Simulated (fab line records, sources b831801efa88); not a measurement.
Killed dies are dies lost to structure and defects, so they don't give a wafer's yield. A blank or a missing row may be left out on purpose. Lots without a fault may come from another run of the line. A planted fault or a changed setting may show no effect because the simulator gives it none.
Which tool did it? | flow gf180mcu | 6 lots, 18 wafers sampled, at 2 steps of a route of 602

WHAT THE GAUGES READ, wafer by wafer
GF_CONTACT_CD_MEAS_14: target cd 220 nm.
lot  | measured     | on        | cd_nm (nm)
L506 | day 16 09:50 | cd_sem-02 | 219.7 219.4 219.4
L509 | day 17 19:50 | cd_sem-01 | 221.2 221.8 220.8
L514 | day 19 14:46 | cd_sem-01 | 220.2 221.0 220.3
L520 | day 22 11:43 | cd_sem-01 | 219.6 219.0 220.6
L524 | day 23 12:52 | cd_sem-01 | 222.1 219.8 220.8
L526 | day 24 01:01 | cd_sem-02 | 221.3 221.1 222.1

WHICH TOOL RAN EACH LOT (tool, then ch and the chambers of the sampled wafers, then the start)
lot  | GF_CONTACT_CVD_02
L506 | pecvd-04 ch 0,1,2, day 15 11:26
L509 | pecvd-02 ch 0,1, day 16 20:09
L514 | pecvd-01 ch 0,1,2, day 18 14:38
L520 | pecvd-04 ch 0,2, day 21 11:29
L524 | pecvd-01 ch 0,2, day 22 13:14
L526 | pecvd-02 ch 0,1,2, day 23 02:36
- GF_CONTACT_CVD_02: deposits SiO2 from TEOS, target thk 860 nm, time 95.992 s.

THE ANSWER, worked out from the rows above alone
Rule: what is usual is taken from the lots themselves. Put in order of their means at a reading, lots are off if they are a third of the lots or fewer, leave a main group of 4 or more, and stand apart from it by a gap of 3 or more times the standard deviation of the main group's means; of several such gaps the widest counts. A main group whose means are all the same, to the digits that the tables above print for the reading, isn't used. A lot without any number at a reading at which 4 lots or more have one is off too. The other lots that the step has rows for count as sound.
No lot is off at any reading shown: from this, nothing can be told.

WHAT THE SIMULATOR HAD PUT IN
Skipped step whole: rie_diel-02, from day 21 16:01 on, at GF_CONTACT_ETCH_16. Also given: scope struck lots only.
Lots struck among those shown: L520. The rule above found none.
